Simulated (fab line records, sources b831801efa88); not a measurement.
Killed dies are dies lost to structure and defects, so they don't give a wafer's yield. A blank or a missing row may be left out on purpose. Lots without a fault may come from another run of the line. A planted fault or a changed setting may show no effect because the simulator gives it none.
A struck lot beside a sound one | flow sfq_line | 37 steps out of a route of 325
Sound: wafers L452.2, L452.3, L452.6. Struck: wafer L467.5. (L467.1, L467.6 of the same lot were not struck and are left out.) The cause comes at the end.
At each step with rows: each side's tool, then ch and its chambers, then its first start. Under that, the readings that differ: sound wafers | struck wafers | difference of the means | sigmas: that difference in standard deviations of wafers without a fault.
alike: readings whose means differ by less than 2 such deviations, and words and numbers that are the same on both sides. not compared: withheld readings, readings that some wafer has no value for, bounds like >300 that may hide the same value, and numbers for which the record gives no deviation and whose values overlap.
The two part at a step that has a row with sigmas, a row that says differs or no value, or rows on one side only. Numbers that don't overlap but have no deviation are shown without sigmas and don't part them. A reading that every wafer of one side lacks parts them only if that side has two wafers or more.

SFQ_R5_THK_MEAS_934: measures by xrf.
  sound on film_metro-02, day 61 09:22; struck on film_metro-03, day 69 03:50
  alike: R5_MONX_THK
then, 6 steps without rows for these wafers: SFQ_TRILAYER_R5_LITHO_COAT_141 (resist thk 62 nm); SFQ_TRILAYER_R5_LITHO_COAT_136 (resist thk 600 nm); SFQ_TRILAYER_R5_LITHO_SOFTBAKE_140; SFQ_TRILAYER_R5_LITHO_EXPOSE_137 (exposes mask R5, target cd 500 nm); SFQ_TRILAYER_R5_LITHO_PEB_139 (peb time 60 s); SFQ_TRILAYER_R5_LITHO_DEVELOP_138 (time 60 s).
-- the record jumps here: 5 days lie between the struck wafers' starts before and after --
SFQ_R5_OVL_MEAS_935:
  sound on overlay-02, day 61 11:41; struck on overlay-02, day 73 23:18
  alike: R5_OVL
SFQ_TRILAYER_R5_BARC_OPEN_METAL_ETCH_177: etches BARC in O2, target depth 125 nm, time 41.7 s.
  sound on rie_metal-02 ch 0,1, day 61 11:43; struck on rie_metal-04 ch 0, day 73 23:20
  alike: bias_w, drypump_motor_current_A, oes_product_au
  not compared: rf_hours_counter_h
then, 1 step without rows for these wafers: SFQ_TRILAYER_R5_ETCH_METAL_ETCH_139 (etches the open film in Cl2, stops on SiO2, target depth 60 nm, time 40 s).
SFQ_TRILAYER_R5_STRIP_STRIP_140: strips in O2.
  sound on rie_metal-02 ch 0,1, day 61 11:49; struck on rie_metal-04 ch 0, day 73 23:28
  alike: drypump_motor_current_A, oes_product_au
  not compared: rf_hours_counter_h
then, 1 step without rows for these wafers: SFQ_TRILAYER_R5_STRIP_SOLV_CLEAN_141 (cleans in NMP, time 600 s).
SFQ_TRILAYER_A5C_DEP_PECVD_142: deposits SiO2 from SiH4/N2O, time 15.556 s, target thk 70 nm.
  sound on pecvd-03 ch 0,2, day 61 12:36; struck on pecvd-02 ch 0, day 74 00:14
  reading                                              | sound             | struck | difference | sigmas
  model.SiO2_of_TRILAYER_A5C_DEP_PECVD_142.thk_nm (nm) | 67.72 69.43 69.59 | 67.25  | -1.66      |
  alike: chamber_pressure_Torr, heater_power_w, throttle_valve_pct
  not compared: susceptor_temp_C
then, 6 steps without rows for these wafers: SFQ_TRILAYER_I5_LITHO_COAT_149 (resist thk 62 nm); SFQ_TRILAYER_I5_LITHO_COAT_144 (resist thk 650 nm); SFQ_TRILAYER_I5_LITHO_SOFTBAKE_148; SFQ_TRILAYER_I5_LITHO_EXPOSE_145 (exposes mask I5, target cd 700 nm); SFQ_TRILAYER_I5_LITHO_PEB_147 (peb time 60 s); SFQ_TRILAYER_I5_LITHO_DEVELOP_146 (time 60 s).
SFQ_I5_OVL_MEAS_936:
  sound on overlay-01, day 64 20:13; struck on overlay-02, day 74 17:26
  alike: I5_OVL
then, 2 steps without rows for these wafers: SFQ_TRILAYER_I5_BARC_OPEN_VIA_ETCH_200 (etches BARC in O2, target depth 125 nm, time 41.7 s); SFQ_TRILAYER_I5_ETCH_VIA_ETCH_147 (etches the open film in CHF3, stops on Nb, target depth 360 nm).
SFQ_TRILAYER_I5_STRIP_STRIP_148: strips in O2.
  sound on rie_metal-02 ch 0,1, day 64 20:26; struck on rie_metal-01 ch 0, day 74 17:40
  alike: drypump_motor_current_A, oes_product_au
  not compared: rf_hours_counter_h
then, 7 steps without rows for these wafers: SFQ_TRILAYER_I5_STRIP_SOLV_CLEAN_149 (cleans in NMP, time 600 s); SFQ_TRILAYER_C5_LITHO_COAT_156 (resist thk 62 nm); SFQ_TRILAYER_C5_LITHO_COAT_151 (resist thk 650 nm); SFQ_TRILAYER_C5_LITHO_SOFTBAKE_155; SFQ_TRILAYER_C5_LITHO_EXPOSE_152 (exposes mask C5, target cd 500 nm); SFQ_TRILAYER_C5_LITHO_PEB_154 (peb time 60 s); SFQ_TRILAYER_C5_LITHO_DEVELOP_153 (time 60 s).
-- the record jumps here: 4 days lie between the struck wafers' starts before and after --
SFQ_C5_OVL_MEAS_937:
  sound on overlay-01, day 65 05:56; struck on overlay-01, day 78 10:59
  alike: C5_OVL
SFQ_TRILAYER_C5_BARC_OPEN_VIA_ETCH_210: etches BARC in O2, target depth 125 nm, time 41.7 s.
  sound on rie_diel-02 ch 0,2,3, day 65 05:58; struck on rie_diel-04 ch 0, day 78 11:01
  alike: bias_w, drypump_motor_current_A, oes_product_au
  not compared: rf_hours_counter_h
SFQ_TRILAYER_C5_ETCH_VIA_ETCH_154: etches SiO2 in CHF3, stops on Nb, target depth 84 nm.
  sound on rie_diel-02 ch 0,2,3, day 65 06:01; struck on rie_diel-04 ch 0, day 78 11:03
  reading                        | sound             | struck | difference | sigmas
  bias_w (W)                     | 80.19 80.41 79.95 | 79.67  | -0.51      | -2
  drypump_motor_current_A (A)    | 6.0 5.6 5.1       | 6.6    | +1.0       | +2
  model.etch.depth_nm (nm)       | 67.72 69.43 69.59 | 67.25  | -1.66      |
  model.C5.feature_depth_nm (nm) | 67.72 69.43 69.59 | 67.25  | -1.66      |
  alike: oes_product_au
then, 2 steps without rows for these wafers: SFQ_TRILAYER_C5_STRIP_STRIP_155 (strips in O2); SFQ_TRILAYER_C5_STRIP_SOLV_CLEAN_156 (cleans in NMP, time 600 s).
SFQ_TRILAYER_M6_DEP_PRE_CLEAN_158: time 22.5 s.
  sound on pvd_sputter-06, day 65 06:50; struck on pvd_sputter-03, day 78 11:53
  reading                                              | sound             | struck | difference | sigmas
  model.SiO2_of_TRILAYER_A5C_DEP_PECVD_142.thk_nm (nm) | 60.22 61.93 62.09 | 59.75  | -1.66      |
SFQ_TRILAYER_M6_DEP_SPUTTER_157: material Nb, target thk 200 nm, time 133.3 s.
  sound on pvd_sputter-06, day 65 06:52; struck on pvd_sputter-03, day 78 11:55
  alike: cathode_dc_power_W, throttle_valve_pct

WHERE THEY PART
Only at SFQ_TRILAYER_C5_ETCH_VIA_ETCH_154, within this record. Later steps at which nothing parts them and some readings are alike: SFQ_TRILAYER_M6_DEP_SPUTTER_157.

WHY: what the simulator had put in
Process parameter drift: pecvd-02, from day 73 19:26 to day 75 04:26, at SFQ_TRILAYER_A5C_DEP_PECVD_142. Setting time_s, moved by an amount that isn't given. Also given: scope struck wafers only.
